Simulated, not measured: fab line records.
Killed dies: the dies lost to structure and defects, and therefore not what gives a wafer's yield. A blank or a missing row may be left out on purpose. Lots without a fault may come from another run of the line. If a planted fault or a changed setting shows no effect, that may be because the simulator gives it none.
Chamber matching	flow sky130	4 sister chambers for SKY_VIA2_CMP_02 on cmp-02
The step polishes SiO2. 4 wafers are shown with their chamber, then 7 later ones without.

EACH WAFER AND ITS CHAMBER
wafer	chamber	motor current A (A)
L301.6	2	11.3
L318.6	1	11.8
L320.2	3	12.2
L320.3	0	14.6

WAFERS WITHOUT THEIR CHAMBER
wafer	motor current A (A)
L320.6	11.2
L321.2	11.4
L321.3	12.2
L321.5	12.5
L323.2	14.5
L323.3	11.8
L323.5	14.6

CHAMBER TAKEN BY EACH
wafer	from the rows above	in truth
L320.6	2	2
L321.2	2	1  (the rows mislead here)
L321.3	3	3
L321.5	3	3
L323.2	0	0
L323.3	1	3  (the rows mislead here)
L323.5	0	0
Correctly placed: 5 of 7. Not placeable from these rows: 0. Placed wrongly: 2.
How it was worked out, from the rows above alone: a wafer's distance from a chamber is the root of the sum, over the readings, of the square of ((its reading less the chamber's mean) divided by the reading's scatter). If the next closest chamber is less than 2 further off than the closest, the wafer can't be placed; otherwise it belongs to the closest. A chamber's mean is the mean of its shown wafers. The scatter: with one shown wafer a chamber, the root of the mean of the squares of how far each hidden wafer lies from its nearest shown one.
